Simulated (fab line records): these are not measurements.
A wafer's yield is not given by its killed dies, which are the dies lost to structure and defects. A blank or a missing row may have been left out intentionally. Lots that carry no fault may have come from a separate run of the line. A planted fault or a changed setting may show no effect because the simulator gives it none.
Chamber matching -- flow sky130 -- SKY_CONTACT_CVD_00 on pecvd-01 has 3 sister chambers
The step deposits Si3N4, target thk 75 nm. 3 wafers are shown with their chamber, then 10 later ones without.

== WAFERS PAIRED WITH THEIR CHAMBERS ==
wafer,chamber,heater_power_w (W)
L087.6,1,659
L091.1,2,712
L091.2,0,644

== WAFERS WITH NO CHAMBER GIVEN ==
wafer,heater_power_w (W)
L091.6,734
L093.1,668
L093.2,725
L093.4,641
L094.2,724
L094.5,725
L094.6,730
L096.1,703
L096.4,725
L096.6,757

== CHAMBER TAKEN BY EACH ==
wafer,from the rows above,in truth
L091.6,2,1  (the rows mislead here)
L093.1,can't be placed: 1 or 0 or 2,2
L093.2,2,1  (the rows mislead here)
L093.4,can't be placed: 0 or 1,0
L094.2,2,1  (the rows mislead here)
L094.5,2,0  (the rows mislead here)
L094.6,2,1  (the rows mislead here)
L096.1,can't be placed: 2 or 1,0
L096.4,2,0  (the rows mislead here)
L096.6,2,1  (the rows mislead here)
0 of 10 placed correctly. Unplaceable from these rows: 3, with the true chamber sitting among the candidates in 2. Placed wrongly: 7.
How it was worked out, from the rows above alone: a wafer's distance from a chamber is the root of the sum, over the readings, of the square of ((its reading less the chamber's mean) divided by the reading's scatter). The wafer belongs to the nearest chamber; if the next one is less than 2 further off, it can't be placed. Each chamber's mean is taken over the wafers shown for it. The scatter: root of mean squared gap, hidden wafer to nearest shown wafer, with one shown wafer a chamber.
